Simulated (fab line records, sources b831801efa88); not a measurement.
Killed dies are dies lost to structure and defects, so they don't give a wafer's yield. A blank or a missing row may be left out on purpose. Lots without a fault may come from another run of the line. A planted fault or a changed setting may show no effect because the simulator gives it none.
Which tool did it? | flow sky130 | 6 lots, 18 wafers sampled, at 2 steps of a route of 708

WHAT THE GAUGES READ, wafer by wafer
SKY_VT_ADJUST_HVTR_OVL_MEAS_08.
lot  | measured     | on         | VT_ADJUST_HVTR_OVL (nm)
L628 | day 10 00:02 | overlay-02 | -1.1 -0.2 1.5
L632 | day 11 23:12 | overlay-01 | 4.2 2.7 2.2
L635 | day 12 07:42 | overlay-02 | 1.5 -0.8 2.3
L639 | day 13 19:44 | overlay-02 | 0.4 -0.1 0.2
L646 | day 15 19:26 | overlay-02 | 1.0 -0.4 1.3
L648 | day 16 03:44 | overlay-02 | -0.7 -2.0 -1.7

WHICH TOOL RAN EACH LOT (tool, then ch and the chambers of the sampled wafers, then the start)
lot  | SKY_VT_ADJUST_HVTP_EXPOSE_04
L628 | iline_stepper-02 ch 0, day 6 04:19
L632 | iline_stepper-02 ch 0, day 7 19:29
L635 | iline_stepper-02 ch 0, day 8 03:29
L639 | iline_stepper-01 ch 0, day 9 09:13
L646 | iline_stepper-01 ch 0, day 10 22:17
L648 | iline_stepper-01 ch 0, day 11 07:04
- SKY_VT_ADJUST_HVTP_EXPOSE_04: exposes mask HVTPM, target cd 380 nm.

THE ANSWER, worked out from the rows above alone
Rule: what is usual is taken from the lots themselves. Put in order of their means at a reading, lots are off if they are a third of the lots or fewer, leave a main group of 4 or more, and stand apart from it by a gap of 3 or more times the standard deviation of the main group's means; of several such gaps the widest counts. A main group whose means are all the same, to the digits that the tables above print for the reading, isn't used. A lot without any number at a reading at which 4 lots or more have one is off too. The other lots that the step has rows for count as sound.
No lot is off at any reading shown: from this, nothing can be told.

WHAT THE SIMULATOR HAD PUT IN
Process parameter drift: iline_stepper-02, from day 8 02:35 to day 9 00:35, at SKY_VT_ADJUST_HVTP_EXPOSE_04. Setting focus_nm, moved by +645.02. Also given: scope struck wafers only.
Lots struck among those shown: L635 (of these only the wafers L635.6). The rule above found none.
